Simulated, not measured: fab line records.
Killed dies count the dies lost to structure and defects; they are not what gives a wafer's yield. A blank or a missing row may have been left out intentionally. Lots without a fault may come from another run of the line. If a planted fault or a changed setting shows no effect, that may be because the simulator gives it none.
The same fault as seen by 2 desks | flow gf180mcu | numbers are kept per desk, each desk with only its own; the story behind them comes last

THE TOOL OWNER'S DESK: pvd-sputter-04
The tool's own readings at GF_SALICIDE_SPUTTER_02 (material Co, target thk 10 nm, time 19.75 s): means of the sampled wafers that have a number, for each lot that ran on this tool. The brackets show how far a lot's mean lies from the usual mean; more than 4 standard deviations puts the lot out of limits, marked OUT.
Columns: A = throttle-valve-pct at GF_SALICIDE_SPUTTER_02, usual 30.2 %
lot  | first seen here | A
L280 | day 15 18:42    | 29.3
L287 | day 18 07:31    | 29.4
L294 | day 20 23:32    | 29.6
L295 | day 21 06:25    | 29.5
L297 | day 21 22:39    | 30.7
L298 | day 22 08:34    | 29.6
L301 | day 23 07:01    | 30.7
Finding of this desk: none of the 7 lots has anything out of limits.

FROM THE METROLOGY DESK
Means of the sampled wafers that have a number, per lot and without regard to the tool the lot ran on: this is what the gauges read. The brackets show how far a lot's mean lies from the usual mean; more than 4 standard deviations puts the lot out of limits, marked OUT.
Columns: A = cd-nm at GF_NSD_CD_MEAS_07, usual 399.1 nm; B = SALICIDE_TIN_RS at GF_SALICIDE_RS_MEAS_04, usual 16.4 ohm/sq; C = CONTACT_BOW at GF_CONTACT_BOW_MEAS_05, usual 66 um
lot  | first seen here | A     | B    | C
L278 | day 13 09:34    | 405.0 | 16.7 | 67
L280 | day 13 22:34    | 400.0 | 16.0 | 61
L284 | day 15 11:27    | 399.8 | 16.2 | 61
L285 | day 15 19:10    | 398.7 | 16.2 | 64
L287 | day 16 08:40    | 400.9 | 18.1 | 70
L290 | day 17 11:56    | 399.0 | 17.1 | 64
L294 | day 18 21:49    | 396.2 | 16.0 | 62
L295 | day 19 04:15    | 395.8 | 16.1 | 62
L296 | day 19 14:20    | 396.3 | 16.8 | 62
L297 | day 19 20:40    | 401.2 | 15.6 | 66
L298 | day 20 07:04    | 397.7 | 16.0 | 60
L300 | day 20 23:33    | 399.9 | 16.5 | 66
L301 | day 21 07:30    | 398.7 | 16.1 | 65
Finding of this desk: none of the 13 lots has anything out of limits.

TAKEN TOGETHER
The tool owner's desk saw nothing out of limits.
Nothing out of limits was seen by the metrology desk.

WHAT THE SIMULATOR HAD INSERTED
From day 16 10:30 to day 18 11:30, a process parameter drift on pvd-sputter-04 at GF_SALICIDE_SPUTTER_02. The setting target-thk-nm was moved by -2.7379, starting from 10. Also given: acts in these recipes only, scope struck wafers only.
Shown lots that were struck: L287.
